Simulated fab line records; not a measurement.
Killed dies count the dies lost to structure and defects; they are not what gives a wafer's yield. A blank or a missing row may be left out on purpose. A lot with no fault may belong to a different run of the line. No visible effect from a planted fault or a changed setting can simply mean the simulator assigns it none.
Struck lot and sound lot, side by side | flow sky130 | 44 out of 708 route steps
Sound: these wafers, L697.3, L697.5, L697.6. Wafers L703.1, L703.3, L703.5 were the ones struck. At the end, the cause is stated.
At each step with rows: each side's tool, then ch and its chambers, then its first start. Under that, the readings that differ: sound wafers | struck wafers | difference of the means | sigmas: that difference in standard deviations of wafers without a fault.
alike: readings with means less than 2 such deviations apart, plus words and numbers identical on both sides. not compared: withheld readings, readings lacking a value on some wafer, bounds such as >300 that could conceal the same value, and numbers that have no deviation in the record and whose values overlap.
The two part at a step that has a row with sigmas, a row that says differs or no value, or rows on one side only. Numbers that have no deviation but don't overlap get no sigmas and don't part them. A reading missing from all wafers of one side parts the sides only when that side holds two or more wafers.

first, 8 steps without rows for these wafers: SKY_LDD_N_IMPLANT_08; SKY_LDD_N_IMPLANT_09; SKY_LDD_N_IMPLANT_10; SKY_LDD_N_IMPLANT_11; SKY_LDD_N_IMPLANT_12; SKY_LDD_N_IMPLANT_13; SKY_LDD_N_IMPLANT_14; SKY_LDD_N_IMPLANT_15.
SKY_LDD_N_STRIP_16: strips in O2/N2.
  sound on plasma_asher-04 ch 0,1, day 21 22:19; struck on plasma_asher-03 ch 1, day 23 22:22
  reading                     | sound       | struck      | difference | sigmas
  drypump_motor_current_A (A) | 6.4 6.4 6.5 | 5.3 5.3 5.3 | -1.1       | -3
  alike: oes_product_au, strip_time_to_endpoint_s
  not compared: rf_hours_counter_h
SKY_LDD_N_TW_MEAS_17:
  struck on film_metro-02, day 23 22:28; sound on film_metro-02, day 21 22:24
  alike: LDD_N_TW
then, 2 steps without rows for these wafers: SKY_LDD_P_DEHYDRATE_00 (time 60 s); SKY_LDD_P_HMDS_01 (prime time 60 s).
SKY_LDD_P_COAT_02: resist thk 1140 nm.
  sound on litho_track-04 ch 0, day 22 12:12; struck on litho_track-01, day 24 12:38
  no value came back on the struck wafers for chill_plate_temp_C (C), dispense_pressure_kPa (kPa); on the sound wafers chill_plate_temp_C (C) reads 22.98 23.17 23.07
then, 4 steps without rows for these wafers: SKY_LDD_P_SOFTBAKE_03 (time 60 s); SKY_LDD_P_EXPOSE_04 (exposes mask PSDM, target cd 380 nm); SKY_LDD_P_PEB_05; SKY_LDD_P_DEVELOP_06 (develop time 60 s).
SKY_LDD_P_CD_MEAS_07: target cd 380 nm.
  struck on cd_sem-02, day 25 03:09; sound on cd_sem-01, day 23 04:05
  reading    | sound             | struck | difference                    | sigmas
  cd_nm (nm) | 383.4 382.6 384.3 | - - -  | no value on the struck wafers |
SKY_LDD_P_OVL_MEAS_08:
  struck on overlay-01, day 25 03:16; sound on overlay-01, day 23 04:10
  reading        | sound         | struck | difference                    | sigmas
  LDD_P_OVL (nm) | -0.2 1.3 -0.2 | - - -  | no value on the struck wafers |
next, for these wafers, 1 step has no rows: SKY_LDD_P_IMPLANT_09.
SKY_LDD_P_STRIP_10: strips in O2/N2.
  sound on plasma_asher-02 ch 0,1, day 23 04:23; struck on plasma_asher-04 ch 0, day 25 03:28
  no value came back on the struck wafers for oes_product_au (a.u.), strip_time_to_endpoint_s (s); on the sound wafers oes_product_au (a.u.) reads 0.724 0.710 0.715
  alike: drypump_motor_current_A
  not compared: rf_hours_counter_h
SKY_LDD_P_TW_MEAS_11:
  struck on film_metro-03, day 25 03:34; sound on film_metro-01, day 23 04:28
  alike: LDD_P_TW
then, 7 steps without rows for these wafers: SKY_LDD_HVN_DEHYDRATE_00 (time 60 s); SKY_LDD_HVN_HMDS_01 (prime time 60 s); SKY_LDD_HVN_COAT_02 (resist thk 300 nm); SKY_LDD_HVN_SOFTBAKE_03 (time 60 s); SKY_LDD_HVN_EXPOSE_04 (exposes mask HVNTM, target cd 700 nm); SKY_LDD_HVN_PEB_05; SKY_LDD_HVN_DEVELOP_06 (develop time 60 s).
SKY_LDD_HVN_OVL_MEAS_07:
  struck on overlay-02, day 26 08:21; sound on overlay-01, day 24 10:13
  alike: LDD_HVN_OVL
next, for these wafers, 1 step has no rows: SKY_LDD_HVN_IMPLANT_08.
SKY_LDD_HVN_STRIP_09: strips in O2/N2.
  sound on plasma_asher-03 ch 0,1, day 24 10:25; struck on plasma_asher-03 ch 0,1, day 26 08:32
  alike: drypump_motor_current_A, oes_product_au, strip_time_to_endpoint_s
  not compared: rf_hours_counter_h
SKY_LDD_HVN_TW_MEAS_10:
  struck on film_metro-01, day 26 08:38; sound on film_metro-02, day 24 10:31
  reading    | sound          | struck         | difference | sigmas
  LDD_HVN_TW | 1437 1440 1437 | 1462 1468 1464 | +27        | +3
then, 7 steps without rows for these wafers: SKY_LDD_HVP_DEHYDRATE_00 (time 60 s); SKY_LDD_HVP_HMDS_01 (prime time 60 s); SKY_LDD_HVP_COAT_02 (resist thk 300 nm); SKY_LDD_HVP_SOFTBAKE_03 (time 60 s); SKY_LDD_HVP_EXPOSE_04 (exposes mask HVPTM, target cd 700 nm); SKY_LDD_HVP_PEB_05; SKY_LDD_HVP_DEVELOP_06 (develop time 60 s).
SKY_LDD_HVP_OVL_MEAS_07:
  struck on overlay-01, day 27 13:06; sound on overlay-01, day 25 15:19
  alike: LDD_HVP_OVL
next, for these wafers, 1 step has no rows: SKY_LDD_HVP_IMPLANT_08.
SKY_LDD_HVP_TW_MEAS_10:
  struck on film_metro-02, day 27 13:23; sound on film_metro-03, day 25 15:37
  reading    | sound       | struck      | difference | sigmas
  LDD_HVP_TW | 461 458 457 | 691 694 693 | +234       | +69
SKY_LDD_LDN_TW_MEAS_13:
  struck on film_metro-01, day 28 18:19; sound on film_metro-03, day 26 21:20
  reading    | sound          | struck         | difference | sigmas
  LDD_LDN_TW | 1489 1487 1485 | 1512 1519 1509 | +26        | +3

WHERE THEY PART
Earliest at SKY_LDD_N_STRIP_16; latest, in this record, at SKY_LDD_LDN_TW_MEAS_13.

WHY: what the simulator had put in
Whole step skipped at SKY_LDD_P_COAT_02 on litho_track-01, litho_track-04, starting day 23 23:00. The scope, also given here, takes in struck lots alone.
